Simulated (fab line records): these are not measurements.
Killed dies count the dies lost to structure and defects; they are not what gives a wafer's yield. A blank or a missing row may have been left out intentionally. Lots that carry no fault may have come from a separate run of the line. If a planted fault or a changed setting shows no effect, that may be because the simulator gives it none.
Problem report, 8D (eight disciplines) form, completed by code	flow sky130	the parts of the form that need people (team, actions taken, sign-off) are left out

== 1. THE ISSUE ==
At SKY_LDD_N_IMPLANT_10, beam energy keV averages 18.226 over 9 wafers from 3 lots, while fault-free wafers read 20.000, standard deviation 0.0061. So: -99 or more standard deviations from the usual mean.
First seen on wafer L380.1, day 24 03:44, on implanter-03. At this step, 39 wafers from 13 lots have a number in the record. Rule for "out" (also "out of limits"): further than 4 standard deviations from the usual mean. The rest of the wafers with a number are treated as sound.

== 2. WHAT IT IS, WHAT IT ISN'T ==
question	is	is not
which readings at this step	beam energy keV	rotation deg
which lots	L380, L381, L383	L363, L364, L367, L368, L370, L372, L374, L375, L384, L385
which wafers of those lots	all that have a number	-
read on which tools	implanter-03	implanter-01, implanter-02
when	from day 24 03:44	up to then (24 sound wafers); but 6 sound wafers of L384, L385 came after

== 3. THE SUSPECTS, EACH WITH WHAT RULES IT OUT ==
Counting: any tool at a process step up to the reading is kept as a suspect provided that every lot that is out went through it and no sound lot did after the first of them.
- implanter-03 at SKY_LDD_N_IMPLANT_10: kept. It ran every lot that is out, first L380 (day 24 03:44), and no sound lot after that; its last sound lot up to then is L375 (day 22 12:49). On those wafers its own readings are out: beam energy keV.
Left after counting: implanter-03 at SKY_LDD_N_IMPLANT_10.

== 4. THE CAUSE (what the simulator had put in) ==
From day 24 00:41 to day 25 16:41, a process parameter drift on implanter-03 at SKY_LDD_N_IMPLANT_10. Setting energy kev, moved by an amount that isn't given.
After counting, this tool was the only one left.

== 5. THE EFFECT CHAIN, in route order ==
One row per reading whose mean, taken over the struck wafers that have a number, lies over 3 standard deviations from the usual. Readings are gone through only where the record gives a usual standard deviation; hours: the median, over the lots, of the time from a lot's start at the first step in this table giving one to that lot's start at this step; sigmas: the change measured in usual standard deviations.
hours	step	reading	usual	on struck wafers	change	sigmas
0	SKY_LDD_N_IMPLANT_10	beam energy keV	20.000	18.226	-1.774	-99 or more
Here are the process steps it includes:
- SKY_LDD_N_IMPLANT_10
At these later measuring or inspecting steps, every struck wafer for which the step has a row has a number for every such reading, and none has moved that far: SKY_LDD_LDN_TW_MEAS_13.

== 6. WHAT WOULD HAVE CAUGHT IT SOONER ==
In this record the first reading out of limits was taken at day 24 03:44, 3 hours after the fault began at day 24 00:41.
